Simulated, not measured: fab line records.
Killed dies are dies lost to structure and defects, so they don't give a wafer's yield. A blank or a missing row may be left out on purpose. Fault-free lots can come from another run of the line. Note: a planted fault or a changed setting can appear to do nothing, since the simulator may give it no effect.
Matching of chambers -- flow gf180mcu -- GF_CONTACT_CVD_02 on pecvd-03: 3 sister chambers
The step deposits SiO2 from TEOS, target thk 860 nm, time 95.992 s. 16 wafers are shown with their chamber, then 8 later ones without.

== WAFERS, EACH WITH ITS CHAMBER ==
wafer,chamber,heater-power-w (W)
L256.1,2,669
L256.4,2,671
L256.5,1,548
L258.2,2,616
L258.3,1,544
L258.5,2,675
L260.1,1,687
L260.2,2,581
L260.4,1,543
L267.1,0,466
L267.2,2,641
L267.6,0,504
L269.2,2,680
L269.5,1,660
L269.6,0,405
L271.3,0,518

SIGNATURES (averages over the wafers above)
reading,chamber 0,chamber 1,chamber 2,scatter within a chamber
heater-power-w,473.25,596.40,647.57,52.7
Rule: for a wafer and a chamber, the distance is found by dividing, reading by reading, the gap between the wafer's reading and the chamber's mean by the reading's scatter, squaring, summing and taking the root. If the next closest chamber is less than 2 further off than the closest, the wafer can't be placed; otherwise it belongs to the closest. The scatter is the square root of a quotient: the sum, over the shown wafers, of each reading's squared deviation from its chamber's mean, divided by wafers minus chambers.

== WAFERS WHOSE CHAMBER IS MISSING ==
wafer,heater-power-w (W)
L271.4,646
L271.6,642
L272.1,516
L272.3,688
L272.5,529
L276.3,543
L276.4,525
L276.6,418

== CHAMBER TAKEN BY EACH ==
wafer,from the rows above,in truth
L271.4,can't be placed: 2 or 1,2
L271.6,can't be placed: 2 or 1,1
L272.1,can't be placed: 0 or 1 or 2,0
L272.3,can't be placed: 2 or 1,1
L272.5,can't be placed: 0 or 1 or 2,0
L276.3,can't be placed: 1 or 0 or 2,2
L276.4,can't be placed: 0 or 1 or 2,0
L276.6,0,0
Correctly placed: 1 of 8. These rows do not allow placing 7 (true chamber among the candidates in 7). Number placed wrongly: 0.
